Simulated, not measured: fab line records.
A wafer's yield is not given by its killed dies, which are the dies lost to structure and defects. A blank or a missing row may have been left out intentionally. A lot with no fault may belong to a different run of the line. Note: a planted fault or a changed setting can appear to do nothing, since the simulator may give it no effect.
A lot that was struck, set against a sound lot || flow sky130 || 16 out of 708 route steps
Sound: the wafers L156.1, L156.2, L156.3. Wafers L165.4, L165.5, L165.6 were the ones struck. The cause is named last.
Each step with rows lists, per side, the tool, then ch with its chambers, then its first start. Under that, the readings that differ: sound wafers || struck wafers || difference of the means || sigmas: that difference in standard deviations of wafers without a fault.
alike: readings with means less than 2 such deviations apart, plus words and numbers identical on both sides. not compared: withheld readings, readings lacking a value on some wafer, bounds such as >300 that could conceal the same value, and numbers that have no deviation in the record and whose values overlap.
Wherever a step has rows on one side only, a row that says differs or no value, or a row with sigmas, the two part there. Numbers that don't overlap but have no deviation are shown without sigmas and don't part them. A reading that every wafer of one side lacks parts them only if that side has two wafers or more.

first, 5 steps without rows for these wafers: SKY_POLY_GATE_COAT_08 (resist thk 450 nm); SKY_POLY_GATE_SOFTBAKE_09 (time 90 s); SKY_POLY_GATE_EXPOSE_10 (exposes mask P1M, target cd 150 nm); SKY_POLY_GATE_PEB_11; SKY_POLY_GATE_DEVELOP_12 (develop time 60 s).
SKY_POLY_GATE_CD_MEAS_13: target cd 150 nm.
  struck on cd_sem-02, day 20 18:04; sound on cd_sem-02, day 18 02:20
  alike: cd_nm
SKY_POLY_GATE_OVL_MEAS_14:
  struck on overlay-01, day 20 18:09; sound on overlay-02, day 18 02:27
  alike: POLY_GATE_OVL
SKY_POLY_GATE_ETCH_15: etches BARC in N2/H2, stops on SiO2, time 118.5 s, target depth 110 nm.
  sound on rie_diel-03 ch 0,2,3, day 18 02:29; struck on rie_diel-04 ch 2,3, day 20 18:10
  alike: drypump_motor_current_A, oes_product_au, throttle_valve_pct
  not compared: rf_hours_counter_h
SKY_POLY_GATE_ETCH_16: etches Si3N4 in CH3F/O2, stops on poly-Si, time 147.5 s, target depth 75 nm.
  sound on rie_diel-03 ch 0,2,3, day 18 02:34; struck on rie_diel-04 ch 2,3, day 20 18:15
  alike: drypump_motor_current_A, oes_product_au, throttle_valve_pct
  not compared: rf_hours_counter_h
SKY_POLY_GATE_ETCH_17: etches poly-Si in HBr/Cl2, stops on SiO2, target depth 180 nm, time 70.5 s.
  sound on rie_si-02 ch 0,1,2, day 18 02:40; struck on rie_si-01 ch 0,1,3, day 20 18:23
{"reading": "rf_hours_counter_h (h)", "sound": "0 75 3", "struck": "- - -", "difference": "no value on the struck wafers", "sigmas": ""}
  alike: drypump_motor_current_A, oes_product_au, throttle_valve_pct
SKY_POLY_GATE_STRIP_18: strips in O2/N2.
  sound on plasma_asher-02 ch 0,1, day 18 02:43; struck on plasma_asher-02 ch 0,1, day 20 18:26
  alike: drypump_motor_current_A, o2_flow_sccm, oes_product_au, strip_time_to_endpoint_s
  not compared: rf_hours_counter_h
then, 1 step without rows for these wafers: SKY_POLY_GATE_CLEAN_19 (cleans in SC1/SC2, time 150 s).
SKY_POLY_GATE_OXIDATION_20: stabilise 600 s, purge 300 s, target thk 4 nm.
  sound on furnace-01 ch 0, day 18 03:49; struck on furnace-01 ch 0, day 20 18:47
{"reading": "spike_tc_bottom_C (C)", "sound": "870.4 872.5 870.9", "struck": "912.5 912.5 912.1", "difference": "+41.1", "sigmas": "+16"}
{"reading": "spike_tc_centre_C (C)", "sound": "851.0 850.9 849.6", "struck": "893.1 891.8 891.9", "difference": "+41.8", "sigmas": "+26"}
{"reading": "spike_tc_lower_C (C)", "sound": "851.5 848.0 850.1", "struck": "890.0 893.0 892.9", "difference": "+42.1", "sigmas": "+43"}
{"reading": "spike_tc_top_C (C)", "sound": "862.8 863.8 862.6", "struck": "904.2 902.8 902.8", "difference": "+40.2", "sigmas": "+45"}
{"reading": "spike_tc_upper_C (C)", "sound": "851.0 849.8 849.4", "struck": "894.2 889.8 892.3", "difference": "+42.0", "sigmas": "+38"}
{"reading": "tube_center_temp_C (C)", "sound": "850.19 849.99 849.95", "struck": "891.44 891.55 891.54", "difference": "+41.47", "sigmas": "+99 or more"}
{"reading": "tube_center_temp_C_max", "sound": "852.4 851.8 852.0", "struck": "894.2 893.6 893.8", "difference": "+41.8", "sigmas": "+99 or more"}
{"reading": "zone_power_lower_pct (%)", "sound": "17.7 17.5 17.8", "struck": "19.4 19.8 19.6", "difference": "+1.9", "sigmas": "+3"}
{"reading": "model.SiO2_of_POLY_GATE_OXIDATION_20.thk_nm (nm)", "sound": "4.107 4.028 4.09", "struck": "6.618 6.584 6.542", "difference": "+2.506", "sigmas": ""}
SKY_POLY_GATE_THK_MEAS_21:
  struck on film_metro-01, day 20 20:04; sound on film_metro-01, day 18 05:04
{"reading": "POLY_GATE_OXIDATION_THK (nm)", "sound": "4.06 4.05 4.06", "struck": "6.62 6.61 6.52", "difference": "+2.53", "sigmas": "+33"}
SKY_POLY_GATE_CD_MEAS_22:
  struck on cd_sem-02, day 20 20:11; sound on cd_sem-01, day 18 05:08
  alike: cd_nm
-- a jump in the record: the struck wafers' starts before and after are 28 days apart (it breaks off in module POLY_GATE and resumes in module PAD_OPEN, where the first step shown is number 708 of the route) --
SKY_PAD_OPEN_PROBE_99:
  struck on prober-01, day 48 18:10; sound on prober-01, day 47 05:07
{"reading": "killed_at_other", "sound": "0 0 0", "struck": "1 2 1", "difference": "+1", "sigmas": "+2"}
{"reading": "model.etest.tip_sonos.rs_ohm_sq", "sound": "2680 2694 2752", "struck": "3032 3004 3030", "difference": "+313", "sigmas": ""}
{"reading": "model.etest.tip_p.rs_ohm_sq", "sound": "6883 6902 6918", "struck": "7348 7376 7293", "difference": "+438", "sigmas": ""}
{"reading": "model.etest.pfet_01v8.r_on_ohm_um", "sound": "2695 2792 2776", "struck": "3038 3047 3108", "difference": "+310", "sigmas": ""}
{"reading": "model.etest.res_pdiff.line_ohm_um", "sound": "1318 1376 1307", "struck": "1416 1379 1441", "difference": "+78", "sigmas": ""}
{"reading": "model.etest.tip_n.rs_ohm_sq", "sound": "437.9 440.3 439.2", "struck": "496.2 497.4 495.9", "difference": "+57.4", "sigmas": ""}
{"reading": "model.etest.nfet_01v8.r_on_ohm_um", "sound": "780.5 817.5 815.3", "struck": "877.6 873.4 895.9", "difference": "+77.9", "sigmas": ""}
{"reading": "model.etest.res_ndiff.line_ohm_um", "sound": "779 772.4 766.5", "struck": "790.9 787.1 818.3", "difference": "+26.1", "sigmas": ""}
  alike: killed_at_M0_to_M3, killed_at_M4_up, killed_at_contacts, killed_at_front_end, killed_dies, killed_open, killed_short
  not compared: model.etest.sonos_uncharged.r_on_ohm_um

## WHERE THEY PART
At SKY_POLY_GATE_ETCH_17 first; at SKY_PAD_OPEN_PROBE_99 last (within this record only).

WHY: what the simulator had put in
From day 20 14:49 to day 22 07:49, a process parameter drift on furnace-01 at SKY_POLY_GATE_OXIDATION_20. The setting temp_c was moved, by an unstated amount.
